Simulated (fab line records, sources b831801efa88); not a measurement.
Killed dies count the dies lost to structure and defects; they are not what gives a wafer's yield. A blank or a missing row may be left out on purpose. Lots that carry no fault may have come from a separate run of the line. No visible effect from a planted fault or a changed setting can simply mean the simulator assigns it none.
Matching of chambers	flow gf180mcu	4 sister chambers for GF_V4_CMP_04 on cmp-01
The step polishes SiO2. 36 wafers are shown with their chamber, then 12 later ones without.

== WAFERS PAIRED WITH THEIR CHAMBERS ==
wafer	chamber	time-to-endpoint-s (s)	motor-current-A (A)
L074.1	3	72	13.1
L074.2	0	89	12.7
L074.5	1	81	13.7
L075.1	2	71	12.7
L075.4	3	82	13.0
L075.6	1	86	13.1
L076.1	2	63	12.4
L076.3	0	93	13.0
L076.6	0	82	13.2
L077.2	0	74	12.4
L077.4	3	81	12.4
L077.6	0	76	13.0
L077.1	1	66	13.9
L077.3	2	65	12.4
L077.5	1	71	12.7
L079.1	0	78	12.9
L079.3	3	84	13.4
L079.6	0	89	12.5
L081.2	0	90	12.6
L081.3	1	79	12.4
L081.4	3	80	12.4
L083.1	2	68	13.0
L083.3	0	77	13.1
L083.4	3	78	12.7
L086.2	2	63	12.3
L086.3	1	76	13.3
L086.6	1	75	12.6
L087.1	0	81	12.6
L087.2	2	81	13.3
L087.3	1	85	13.6
L089.4	3	82	12.5
L089.5	3	83	13.5
L089.6	2	81	12.3
L092.2	1	74	12.9
L092.5	2	71	12.7
L092.6	3	86	12.9

SIGNATURES (means of the wafers above)
reading	chamber 0	chamber 1	chamber 2	chamber 3	scatter within a chamber
time-to-endpoint-s	82.90	77.00	70.38	80.89	6.26
motor-current-A	12.800	13.133	12.637	12.878	0.402
Rule: for each reading, subtract the chamber's mean from the wafer's reading, divide by that reading's scatter and square the result; add these up over the readings and take the root, which gives the wafer's distance from the chamber. The wafer belongs to the nearest chamber; if the next one is less than 2 further off, it can't be placed. The scatter: take each reading less its chamber's mean, square it, sum over the shown wafers, divide by the number of wafers less the number of chambers, and take the root.

== WAFERS WITHOUT THEIR CHAMBER ==
wafer	time-to-endpoint-s (s)	motor-current-A (A)
L094.2	80	12.6
L094.3	71	11.9
L094.5	83	12.5
L095.1	78	13.3
L095.2	72	12.9
L095.6	89	12.5
L097.1	81	12.6
L097.3	79	12.0
L097.5	85	13.1
L097.2	72	12.3
L097.4	92	12.9
L097.6	77	12.7

== WHICH CHAMBER EACH ONE RAN IN ==
wafer	from the rows above	in truth
L094.2	can't be placed: 0 or 3 or 1 or 2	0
L094.3	can't be placed: 2 or 3 or 0 or 1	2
L094.5	can't be placed: 0 or 3 or 1 or 2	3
L095.1	can't be placed: 1 or 3 or 0 or 2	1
L095.2	can't be placed: 2 or 1 or 3 or 0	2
L095.6	can't be placed: 0 or 3 or 1 or 2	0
L097.1	can't be placed: 0 or 3 or 1 or 2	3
L097.3	can't be placed: 0 or 2 or 3 or 1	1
L097.5	can't be placed: 0 or 3 or 1 or 2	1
L097.2	can't be placed: 2 or 3 or 0 or 1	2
L097.4	can't be placed: 0 or 3 or 1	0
L097.6	can't be placed: 3 or 0 or 2 or 1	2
Placed correctly: 0 of 12. Cannot be placed on the basis of these rows: 12; the candidates contain the true chamber in 12. Placed wrongly: 0.
